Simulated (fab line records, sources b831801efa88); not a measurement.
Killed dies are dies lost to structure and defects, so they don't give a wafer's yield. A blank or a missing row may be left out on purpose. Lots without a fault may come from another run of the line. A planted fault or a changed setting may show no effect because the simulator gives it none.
Chamber matching | flow sky130 | SKY_FIELD_ISO_ETCH_14 on rie_diel-02: 4 sister chambers
The step etches BARC in N2/H2, stops on SiO2, time 45.9 s, target depth 60 nm. 4 wafers are shown with their chamber, then 8 later ones without.

WAFERS WITH THEIR CHAMBER
wafer  | chamber | drypump_motor_current_A (A)
L993.6 | 2       | 5.8
L994.1 | 1       | 6.3
L998.4 | 3       | 6.0
L100.1 | 0       | 6.8

WAFERS WITHOUT THEIR CHAMBER
wafer  | drypump_motor_current_A (A)
L100.4 | 5.8
L100.6 | 6.7
L101.1 | 6.3
L101.2 | 5.8
L101.3 | 6.0
L106.2 | 5.8
L106.3 | 6.8
L106.5 | 6.1

WHICH CHAMBER EACH WENT THROUGH
wafer  | from the rows above | in truth
L100.4 | 2                   | 2
L100.6 | 0                   | 0
L101.1 | 1                   | 1
L101.2 | 2                   | 2
L101.3 | 3                   | 3
L106.2 | 2                   | 2
L106.3 | 0                   | 0
L106.5 | 3                   | 3
Placed correctly: 8 of 8. Can't be placed from these rows: 0. Placed wrongly: 0.
How it was worked out, from the rows above alone: a wafer's distance from a chamber is the root of the sum, over the readings, of the square of ((its reading less the chamber's mean) divided by the reading's scatter). The wafer belongs to the nearest chamber; if the next one is less than 2 further off, it can't be placed. A chamber's mean is the mean of its shown wafers. The scatter: with one shown wafer a chamber, the root of the mean of the squares of how far each hidden wafer lies from its nearest shown one.
